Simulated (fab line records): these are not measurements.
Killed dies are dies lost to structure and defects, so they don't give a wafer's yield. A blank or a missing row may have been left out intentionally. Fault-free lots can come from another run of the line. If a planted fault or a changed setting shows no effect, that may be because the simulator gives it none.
The same fault as seen by 2 desks | flow sky130 | numbers are kept per desk, each desk with only its own; the story behind them comes last

## AT THE METROLOGY DESK
Means of the sampled wafers that have a number, per lot and without regard to the tool the lot ran on: this is what the gauges read. The brackets show how far a lot's mean lies from the usual mean; more than 4 standard deviations puts the lot out of limits, marked OUT.
Columns: A = cdNm at SKY_FIELD_ISO_CD_MEAS_13, usual 150.4 nm
lot  | first seen here | A
L267 | day 2 10:31     | 151.1
L272 | day 3 11:35     | 151.5
L280 | day 5 08:10     | 148.6
L282 | day 5 16:10     | 148.6
L287 | day 6 17:56     | 149.3
This desk's finding: nothing out of limits on any of the 5 lots.

## THE TOOL OWNER'S DESK: rieSi-01
The tool's own readings at SKY_FIELD_ISO_ETCH_17 (etches Si in HBr/Cl2/O2, target depth 342 nm, time 97.7 s): means of the sampled wafers that have a number, for each lot that ran on this tool. The brackets show how far a lot's mean lies from the usual mean; more than 4 standard deviations puts the lot out of limits, marked OUT.
Columns: A = biasW at SKY_FIELD_ISO_ETCH_17, usual 150.0 W; B = drypumpMotorCurrentA at SKY_FIELD_ISO_ETCH_17, usual 5.5 A; C = mfcCl2Sccm at SKY_FIELD_ISO_ETCH_17, usual 39.99 sccm; D = oesProductAu at SKY_FIELD_ISO_ETCH_17, usual 1.005 a.u.; E = throttleValvePct at SKY_FIELD_ISO_ETCH_17, usual 25.652 %
lot  | first seen here | A               | B   | C     | D     | E
L272 | day 3 11:54     | 149.8           | 6.0 | 40.06 | 1.011 | 25.642
L280 | day 5 08:29     | 158.4 (+18) OUT | 5.3 | 40.05 | 1.017 | 25.644
This desk's finding: out of limits on L280; first on L280, day 5 08:29 (biasW at SKY_FIELD_ISO_ETCH_17). L272 stayed within limits.

## ALL TOGETHER
At day 5 08:29, on L280, the tool owner's desk was in a position to raise an alarm.
From the metrology desk's view, nothing was out of limits.
The metrology desk has L280 on record, within its limits.
Of the lots named, all ran SKY_FIELD_ISO_ETCH_17 on rieSi-01.

## WHAT THE SIMULATOR PUT IN
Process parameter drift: rieSi-01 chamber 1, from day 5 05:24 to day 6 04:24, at SKY_FIELD_ISO_ETCH_17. A move of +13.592 in setting biasW, from 150. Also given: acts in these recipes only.
Shown lots that were struck: L280.
Hours from the fault's start to each desk's first reading out of limits: the tool owner's desk, 3.
